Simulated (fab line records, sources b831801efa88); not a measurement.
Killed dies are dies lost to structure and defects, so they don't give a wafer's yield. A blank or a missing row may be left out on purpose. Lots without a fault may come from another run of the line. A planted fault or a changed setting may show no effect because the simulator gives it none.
Chamber matching | flow sky130 | SKY_VIA4_CMP_21 on cmp-01: 4 sister chambers
The step polishes, stops on SiO2, t overpolish 25 s, target thk 0 nm. 4 wafers are shown with their chamber, then 6 later ones without.

WAFERS WITH THEIR CHAMBER
wafer  | chamber | time_to_endpoint_s (s)
L158.2 | 3       | 116
L164.2 | 2       | 126
L168.2 | 1       | 119
L168.3 | 0       | 126

WAFERS WITHOUT THEIR CHAMBER
wafer  | time_to_endpoint_s (s)
L168.5 | 122
L174.1 | 124
L174.6 | 127
L175.1 | 121
L177.4 | 119
L177.5 | 115

WHICH CHAMBER EACH WENT THROUGH
wafer  | from the rows above               | in truth
L168.5 | can't be placed: 1 or 0 or 2 or 3 | 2
L174.1 | can't be placed: 0 or 2 or 1      | 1
L174.6 | can't be placed: 0 or 2           | 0
L175.1 | can't be placed: 1 or 0 or 2 or 3 | 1
L177.4 | can't be placed: 1 or 3           | 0
L177.5 | can't be placed: 3 or 1           | 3
Placed correctly: 0 of 6. Can't be placed from these rows: 6 (the true chamber is among the candidates in 5). Placed wrongly: 0.
How it was worked out, from the rows above alone: a wafer's distance from a chamber is the root of the sum, over the readings, of the square of ((its reading less the chamber's mean) divided by the reading's scatter). The wafer belongs to the nearest chamber; if the next one is less than 2 further off, it can't be placed. A chamber's mean is the mean of its shown wafers. The scatter: with one shown wafer a chamber, the root of the mean of the squares of how far each hidden wafer lies from its nearest shown one.
